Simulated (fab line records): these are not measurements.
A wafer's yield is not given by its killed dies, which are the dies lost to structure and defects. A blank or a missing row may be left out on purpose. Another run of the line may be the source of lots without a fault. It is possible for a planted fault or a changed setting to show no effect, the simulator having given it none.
Which of the tools did it? / flow gf180mcu / Sampling: 14 lots, 42 wafers, 4 of 602 route steps

== WHAT THE GAUGES SHOWED, per wafer ==
GF_M2_CD_MEAS_14: target cd 280 nm.
lot=L802; measured=day 20 01:08; on=cd_sem-02; cd_nm (nm)=279.8 279.4 279.7
lot=L803; measured=day 20 08:18; on=cd_sem-02; cd_nm (nm)=279.8 279.9 279.4
lot=L804; measured=day 20 19:28; on=cd_sem-01; cd_nm (nm)=281.2 280.6 280.9
lot=L806; measured=day 21 00:41; on=cd_sem-02; cd_nm (nm)=282.0 281.1 280.3
lot=L808; measured=day 21 12:17; on=cd_sem-01; cd_nm (nm)=279.1 278.6 277.9
lot=L807; measured=day 21 17:34; on=cd_sem-01; cd_nm (nm)=279.9 279.8 280.0
lot=L810; measured=day 22 07:11; on=cd_sem-02; cd_nm (nm)=279.7 280.0 278.8
lot=L809; measured=day 22 15:56; on=cd_sem-01; cd_nm (nm)=280.1 279.7 279.8
lot=L815; measured=day 24 00:16; on=cd_sem-01; cd_nm (nm)=163.0 241.7 277.2
lot=L816; measured=day 24 01:44; on=cd_sem-02; cd_nm (nm)=236.5 244.5 233.2
lot=L822; measured=day 26 03:39; on=cd_sem-02; cd_nm (nm)=279.7 279.6 279.1
lot=L823; measured=day 26 06:21; on=cd_sem-02; cd_nm (nm)=281.7 280.4 280.5
lot=L824; measured=day 26 14:03; on=cd_sem-02; cd_nm (nm)=278.5 278.2 278.9
lot=L825; measured=day 26 19:24; on=cd_sem-02; cd_nm (nm)=280.6 280.3 280.4

== WHAT TOOL EACH LOT RAN ON (gives the tool, then ch and the chambers of the sampled wafers, and finally the start) ==
lot=L802; GF_V1_CVD_23=cvd_w-01 ch 0,1, day 19 00:04; GF_M2_SPUTTER_03=pvd_sputter-01, day 19 00:49; GF_M2_EXPOSE_11=krf_scanner-01 ch 0, day 19 13:13
lot=L803; GF_V1_CVD_23=cvd_w-01 ch 0, day 19 07:34; GF_M2_SPUTTER_03=pvd_sputter-01, day 19 08:19; GF_M2_EXPOSE_11=krf_scanner-01 ch 0, day 19 20:28
lot=L804; GF_V1_CVD_23=cvd_w-02 ch 0,1, day 19 17:50; GF_M2_SPUTTER_03=pvd_sputter-02, day 19 18:34; GF_M2_EXPOSE_11=krf_scanner-02 ch 0, day 20 07:04
lot=L806; GF_V1_CVD_23=cvd_w-02 ch 0,1, day 19 23:36; GF_M2_SPUTTER_03=pvd_sputter-01, day 20 00:22; GF_M2_EXPOSE_11=krf_scanner-01 ch 0, day 20 12:44
lot=L808; GF_V1_CVD_23=cvd_w-02 ch 0,1, day 20 11:11; GF_M2_SPUTTER_03=pvd_sputter-04, day 20 11:56; GF_M2_EXPOSE_11=krf_scanner-02 ch 0, day 20 23:52
lot=L807; GF_V1_CVD_23=cvd_w-02 ch 0,1, day 20 16:35; GF_M2_SPUTTER_03=pvd_sputter-01, day 20 17:21; GF_M2_EXPOSE_11=krf_scanner-01 ch 0, day 21 06:02
lot=L810; GF_V1_CVD_23=cvd_w-02 ch 0,1, day 21 07:09; GF_M2_SPUTTER_03=pvd_sputter-01, day 21 07:55; GF_M2_EXPOSE_11=krf_scanner-01 ch 0, day 21 20:02
lot=L809; GF_V1_CVD_23=cvd_w-02 ch 0,1, day 21 16:19; GF_M2_SPUTTER_03=pvd_sputter-02, day 21 17:04; GF_M2_EXPOSE_11=krf_scanner-01 ch 0, day 22 05:02
lot=L815; GF_V1_CVD_23=cvd_w-02 ch 0,1, day 23 01:12; GF_M2_SPUTTER_03=pvd_sputter-04, day 23 01:58; GF_M2_EXPOSE_11=krf_scanner-01 ch 0, day 23 13:50
lot=L816; GF_V1_CVD_23=cvd_w-01 ch 0,1, day 23 02:40; GF_M2_SPUTTER_03=pvd_sputter-01, day 23 03:25; GF_M2_EXPOSE_11=krf_scanner-01 ch 0, day 23 15:17
lot=L822; GF_V1_CVD_23=cvd_w-01 ch 0,1, day 25 06:07; GF_M2_SPUTTER_03=pvd_sputter-04, day 25 06:52; GF_M2_EXPOSE_11=krf_scanner-02 ch 0, day 25 17:41
lot=L823; GF_V1_CVD_23=cvd_w-01 ch 0,1, day 25 08:16; GF_M2_SPUTTER_03=pvd_sputter-01, day 25 09:01; GF_M2_EXPOSE_11=krf_scanner-01 ch 0, day 25 20:02
lot=L824; GF_V1_CVD_23=cvd_w-02 ch 1, day 25 16:19; GF_M2_SPUTTER_03=pvd_sputter-04, day 25 17:04; GF_M2_EXPOSE_11=krf_scanner-01 ch 0, day 26 03:54
lot=L825; GF_V1_CVD_23=cvd_w-02 ch 0,1, day 25 22:23; GF_M2_SPUTTER_03=pvd_sputter-01, day 25 23:06; GF_M2_EXPOSE_11=krf_scanner-01 ch 0, day 26 09:11
- GF_V1_CVD_23: deposits W, target thk 350 nm, time 105.05 s.
- GF_M2_SPUTTER_03: material Ti, target thk 10 nm, time 6.7 s.
- GF_M2_EXPOSE_11: exposes mask Metal2, target cd 280 nm.

== AS READ BY THE TOOLS THEMSELVES (means over the sampled wafers that have a number; for cases with no such wafer, the mark the record gives instead) ==
GF_V1_CVD_23.
lot=L802; tool=cvd_w-01; heater_power_w (W)=759
lot=L803; tool=cvd_w-01; heater_power_w (W)=681
lot=L804; tool=cvd_w-02; heater_power_w (W)=819
lot=L806; tool=cvd_w-02; heater_power_w (W)=785
lot=L808; tool=cvd_w-02; heater_power_w (W)=771
lot=L807; tool=cvd_w-02; heater_power_w (W)=820
lot=L810; tool=cvd_w-02; heater_power_w (W)=829
lot=L809; tool=cvd_w-02; heater_power_w (W)=835
lot=L815; tool=cvd_w-02; heater_power_w (W)=845
lot=L816; tool=cvd_w-01; heater_power_w (W)=854
lot=L822; tool=cvd_w-01; heater_power_w (W)=784
lot=L823; tool=cvd_w-01; heater_power_w (W)=763
lot=L824; tool=cvd_w-02; heater_power_w (W)=904
lot=L825; tool=cvd_w-02; heater_power_w (W)=841

GF_M2_SPUTTER_03.
lot=L802; tool=pvd_sputter-01; throttle_valve_pct (%)=28.9
lot=L803; tool=pvd_sputter-01; throttle_valve_pct (%)=29.1
lot=L804; tool=pvd_sputter-02; throttle_valve_pct (%)=29.2
lot=L806; tool=pvd_sputter-01; throttle_valve_pct (%)=28.8
lot=L808; tool=pvd_sputter-04; throttle_valve_pct (%)=30.5
lot=L807; tool=pvd_sputter-01; throttle_valve_pct (%)=29.2
lot=L810; tool=pvd_sputter-01; throttle_valve_pct (%)=28.9
lot=L809; tool=pvd_sputter-02; throttle_valve_pct (%)=29.7
lot=L815; tool=pvd_sputter-04; throttle_valve_pct (%)=30.5
lot=L816; tool=pvd_sputter-01; throttle_valve_pct (%)=29.8
lot=L822; tool=pvd_sputter-04; throttle_valve_pct (%)=30.4
lot=L823; tool=pvd_sputter-01; throttle_valve_pct (%)=28.6
lot=L824; tool=pvd_sputter-04; throttle_valve_pct (%)=31.0
lot=L825; tool=pvd_sputter-01; throttle_valve_pct (%)=29.8

GF_M2_EXPOSE_11.
lot=L802 tool=krf_scanner-01 exposure_dose_mJ_cm2=28.06
lot=L803 tool=krf_scanner-01 exposure_dose_mJ_cm2=28.06
lot=L804 tool=krf_scanner-02 exposure_dose_mJ_cm2=28.03
lot=L806 tool=krf_scanner-01 exposure_dose_mJ_cm2=28.07
lot=L808 tool=krf_scanner-02 exposure_dose_mJ_cm2=28.02
lot=L807 tool=krf_scanner-01 exposure_dose_mJ_cm2=28.08
lot=L810 tool=krf_scanner-01 exposure_dose_mJ_cm2=28.02
lot=L809 tool=krf_scanner-01 exposure_dose_mJ_cm2=28.04
lot=L815 tool=krf_scanner-01 exposure_dose_mJ_cm2=25.20
lot=L816 tool=krf_scanner-01 exposure_dose_mJ_cm2=25.21
lot=L822 tool=krf_scanner-02 exposure_dose_mJ_cm2=28.01
lot=L823 tool=krf_scanner-01 exposure_dose_mJ_cm2=28.05
lot=L824 tool=krf_scanner-01 exposure_dose_mJ_cm2=28.05
lot=L825 tool=krf_scanner-01 exposure_dose_mJ_cm2=28.05

== THE ANSWER, worked out from the rows above alone ==
Rule: the usual values come from the lots themselves. The widest of any qualifying gaps counts: lots, ordered by their means at a reading, are off when they make up no more than a third of the lots, leave a main group of 4 or more, and stand apart from it by 3 or more times the standard deviation of that group's means. The tables above print the reading to a certain number of digits; a main group whose means all agree to those digits is not used. Also off: a lot with no number at a reading for which 4 or more lots have one. All remaining lots with rows at the step are treated as sound. Order of review: gauges by route order, followed by the tools' own readings, for which a lot's mean as printed above is used. At the first step where some lot is off, the reading lying furthest off is the one used; lots without a number count as furthest.
Off at GF_M2_CD_MEAS_14 (cd_nm): L815, L816. For the main group the mean is 279.9 nm and the standard deviation 0.81.
A tool fits if, at a process step before that reading, it ran every lot that is off, and no sound lot after the first of them. The gauges at GF_M2_CD_MEAS_14 aren't tried: what is off there is off at GF_M2_EXPOSE_11 too, on other tools, and a gauge's error can't cause that. No candidate that was tried fits.

== WHAT THE SIMULATOR PUT IN ==
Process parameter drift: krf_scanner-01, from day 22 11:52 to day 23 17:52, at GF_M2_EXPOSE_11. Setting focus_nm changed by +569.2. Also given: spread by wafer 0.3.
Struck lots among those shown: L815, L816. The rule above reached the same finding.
